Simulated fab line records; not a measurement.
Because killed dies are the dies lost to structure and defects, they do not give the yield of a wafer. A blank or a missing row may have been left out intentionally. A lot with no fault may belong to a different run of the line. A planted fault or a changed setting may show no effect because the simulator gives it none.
Comparing a struck lot with a sound one	flow sfq-line	28 out of 325 route steps
Sound: the wafers L415.3, L415.5, L415.6. Struck: wafers L420.2, L420.5, L420.6. The cause is given at the end.
Each step with rows lists, per side, the tool, then ch with its chambers, then its first start. Under that, the readings that differ: sound wafers	struck wafers	difference of the means	sigmas: that difference in standard deviations of wafers without a fault.
alike: words and numbers the same on both sides, and readings whose means are apart by under 2 such deviations; not compared: readings that were withheld, readings missing a value for some wafer, numbers with overlapping values and no deviation given by the record, and bounds like >300 which may hide the same value.
The two part at a step that has a row with sigmas, a row that says differs or no value, or rows on one side only. Numbers that have no deviation but don't overlap get no sigmas and don't part them. A reading missing from all wafers of one side parts the sides only when that side holds two or more wafers.

first, 6 steps without rows for these wafers: SFQ_TRILAYER_M0_LITHO_COAT_026 (resist thk 62 nm); SFQ_TRILAYER_M0_LITHO_COAT_021 (resist thk 600 nm); SFQ_TRILAYER_M0_LITHO_SOFTBAKE_025; SFQ_TRILAYER_M0_LITHO_EXPOSE_022 (exposes mask M0, target cd 500 nm); SFQ_TRILAYER_M0_LITHO_PEB_024 (peb time 60 s); SFQ_TRILAYER_M0_LITHO_DEVELOP_023 (time 60 s).
SFQ_M0_OVL_MEAS_906:
  sound on overlay-01 at day 7 04:08; struck on overlay-01 at day 8 04:05
  alike: M0_OVL
SFQ_TRILAYER_M0_BARC_OPEN_METAL_ETCH_031: etches BARC in O2, target depth 125 nm, time 41.7 s.
  sound on rie-metal-03 ch 0,1, day 7 04:10; struck on rie-metal-04 ch 0,1, day 8 04:07
  alike: drypump-motor-current-A, oes-product-au
  not compared: rf-hours-counter-h
then, 1 step without rows for these wafers: SFQ_TRILAYER_M0_ETCH_METAL_ETCH_024 (etches Nb in Cl2/Ar, stops on SiO2, target depth 240 nm, time 120 s).
SFQ_TRILAYER_M0_STRIP_STRIP_025: strips in O2.
  sound on rie-metal-03 ch 0,1, day 7 04:32; struck on rie-metal-04 ch 0,1, day 8 04:18
  alike: drypump-motor-current-A, oes-product-au
  not compared: rf-hours-counter-h
then, 1 step without rows for these wafers: SFQ_TRILAYER_M0_STRIP_SOLV_CLEAN_026 (cleans in NMP, time 600 s).
SFQ_TRILAYER_I0_DEP_PECVD_027: deposits SiO2 from SiH4/N2O, time 111.11 s, target thk 500 nm.
  sound on pecvd-02 ch 0,1,2, day 7 05:07; struck on pecvd-01 ch 0,1, day 8 05:05
  alike: heater-power-w, throttle-valve-pct
  not compared: since-wet-clean-h
SFQ_TRILAYER_I0_CMP_CMP_028: polishes SiO2.
  sound on cmp-01 ch 0,1,3, day 7 18:10; struck on cmp-01 ch 1,2,3, day 9 00:40
reading	sound	struck	difference	sigmas
time-to-endpoint-s (s)	217 221 213	236 240 235	+20	+3
model.SiO2_of_TRILAYER_I0_DEP_PECVD_027.thk-nm (nm)	200.1 200.5 199.1	185.6 184.6 185	-14.8	
  alike: motor-current-A
SFQ_I0_BOW_MEAS_907:
  sound on film-metro-04 at day 7 20:12; struck on film-metro-02 at day 9 02:11
  alike: I0_BOW
SFQ_TRILAYER_I0_METRO_MEASURE_029:
  sound on film-metro-04 at day 7 20:41; struck on film-metro-02 at day 9 02:29
reading	sound	struck	difference	sigmas
thk-nm (nm)	200.2 200.4 199.0	185.7 184.6 185.1	-14.7	-15
then, 6 steps without rows for these wafers: SFQ_TRILAYER_I0_VIA_LITHO_COAT_036 (resist thk 62 nm); SFQ_TRILAYER_I0_VIA_LITHO_COAT_031 (resist thk 650 nm); SFQ_TRILAYER_I0_VIA_LITHO_SOFTBAKE_035; SFQ_TRILAYER_I0_VIA_LITHO_EXPOSE_032 (exposes mask I0, target cd 500 nm); SFQ_TRILAYER_I0_VIA_LITHO_PEB_034 (peb time 60 s); SFQ_TRILAYER_I0_VIA_LITHO_DEVELOP_033 (time 60 s).
-- the record jumps here: 3 days lie between the struck wafers' starts before and after --
SFQ_I0_OVL_MEAS_908:
  sound on overlay-02 at day 11 01:18; struck on overlay-02 at day 12 05:38
reading	sound	struck	difference	sigmas
I0_OVL (nm)	-8 2 -2	-14 -13 -10	-10	-2
SFQ_TRILAYER_I0_VIA_BARC_OPEN_VIA_ETCH_046: etches BARC in O2, target depth 125 nm, time 41.7 s.
  sound on rie-diel-02 ch 0,1, day 11 01:19; struck on rie-diel-03 ch 0,1, day 12 05:40
  alike: drypump-motor-current-A, oes-product-au
  not compared: rf-hours-counter-h
SFQ_TRILAYER_I0_VIA_ETCH_VIA_ETCH_034: etches SiO2 in CHF3, stops on Nb, target depth 260 nm.
  sound on rie-diel-02 ch 0,1, day 11 01:22; struck on rie-diel-03 ch 0,1, day 12 05:43
reading	sound	struck	difference	sigmas
oes-product-au (a.u.)	0.855 0.853 0.854	0.824 0.815 0.817	-0.035	-7
model.etch.depth-nm (nm)	200.1 200.5 199.1	185.6 184.6 185	-14.8	
model.I0.feature-depth-nm (nm)	200.1 200.5 199.1	185.6 184.6 185	-14.8	
  alike: drypump-motor-current-A
SFQ_TRILAYER_I0_VIA_STRIP_STRIP_035: strips in O2.
  sound on rie-metal-03 ch 0,1, day 11 01:41; struck on rie-metal-04 ch 1, day 12 06:02
  alike: drypump-motor-current-A, oes-product-au
  not compared: rf-hours-counter-h
then, 1 step without rows for these wafers: SFQ_TRILAYER_I0_VIA_STRIP_SOLV_CLEAN_036 (cleans in NMP, time 600 s).
SFQ_TRILAYER_M1_DEP_PRE_CLEAN_038: time 22.5 s.
  sound on pvd-sputter-05 at day 11 02:15; struck on pvd-sputter-04 at day 12 07:13
reading	sound	struck	difference	sigmas
model.SiO2_of_TRILAYER_I0_DEP_PECVD_027.thk-nm (nm)	192.6 193 191.6	178.1 177.1 177.5	-14.8	
then, 1 step without rows for these wafers: SFQ_TRILAYER_M1_DEP_SPUTTER_037 (material Nb, target thk 200 nm, time 133.3 s).

WHERE THEY PART
Earliest at SFQ_TRILAYER_I0_CMP_CMP_028; latest, in this record, at SFQ_TRILAYER_I0_VIA_ETCH_VIA_ETCH_034. Later steps at which nothing parts them and some readings are alike: SFQ_TRILAYER_I0_VIA_STRIP_STRIP_035.

WHY: the cause the simulator had injected
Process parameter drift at SFQ_TRILAYER_I0_CMP_CMP_028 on cmp-01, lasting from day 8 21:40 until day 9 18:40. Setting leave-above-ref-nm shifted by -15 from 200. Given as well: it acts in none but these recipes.
